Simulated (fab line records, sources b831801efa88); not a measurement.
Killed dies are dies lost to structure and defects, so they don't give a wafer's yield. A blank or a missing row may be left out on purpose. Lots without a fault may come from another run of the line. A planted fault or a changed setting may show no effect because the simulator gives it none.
One fault seen from 2 desks | flow sky130 | each desk has only its own numbers; what lay behind them comes last

THE TOOL OWNER'S DESK: pvd_sputter-04
The tool's own readings at SKY_METAL4_SPUTTER_00 (material Ti, target thk 15 nm, time 10 s): means of the sampled wafers that have a number, for each lot that ran on this tool. A lot is out of limits, marked OUT, if its mean lies more than 4 standard deviations from the usual mean; the brackets give that distance.
Columns: A = throttle_valve_pct at SKY_METAL4_SPUTTER_00, usual 30.6 %
lot  | first seen here | A
L568 | day 39 18:32    | 30.1
L577 | day 42 18:19    | 29.8
L578 | day 42 21:44    | 30.1
This desk's finding: nothing out of limits on any of the 3 lots.

THE METROLOGY DESK
What the gauges read, lot by lot, whatever tool the lot ran on: means of the sampled wafers that have a number. A lot is out of limits, marked OUT, if its mean lies more than 4 standard deviations from the usual mean; the brackets give that distance.
Columns: A = VIA3_OVL at SKY_VIA3_OVL_MEAS_13, usual -8 nm; B = VIA3_W_RS at SKY_VIA3_RS_MEAS_22, usual 0.290 ohm/sq; C = VIA3_W_THK at SKY_VIA3_THK_MEAS_23, usual 390 nm
lot  | first seen here | A   | B     | C
L568 | day 39 17:08    | -8  | 0.286 | 399
L577 | day 42 16:55    | -9  | 0.293 | 390
L578 | day 42 20:20    | -10 | 0.294 | 390
L582 | day 43 23:53    | -9  | 0.282 | 395
L584 | day 44 08:33    | -2  | 0.293 | 380
L589 | day 45 15:55    | -2  | 0.287 | 388
This desk's finding: nothing out of limits on any of the 6 lots.

PUT TOGETHER
The tool owner's desk saw nothing out of limits.
The metrology desk saw nothing out of limits.

WHAT THE SIMULATOR HAD PUT IN
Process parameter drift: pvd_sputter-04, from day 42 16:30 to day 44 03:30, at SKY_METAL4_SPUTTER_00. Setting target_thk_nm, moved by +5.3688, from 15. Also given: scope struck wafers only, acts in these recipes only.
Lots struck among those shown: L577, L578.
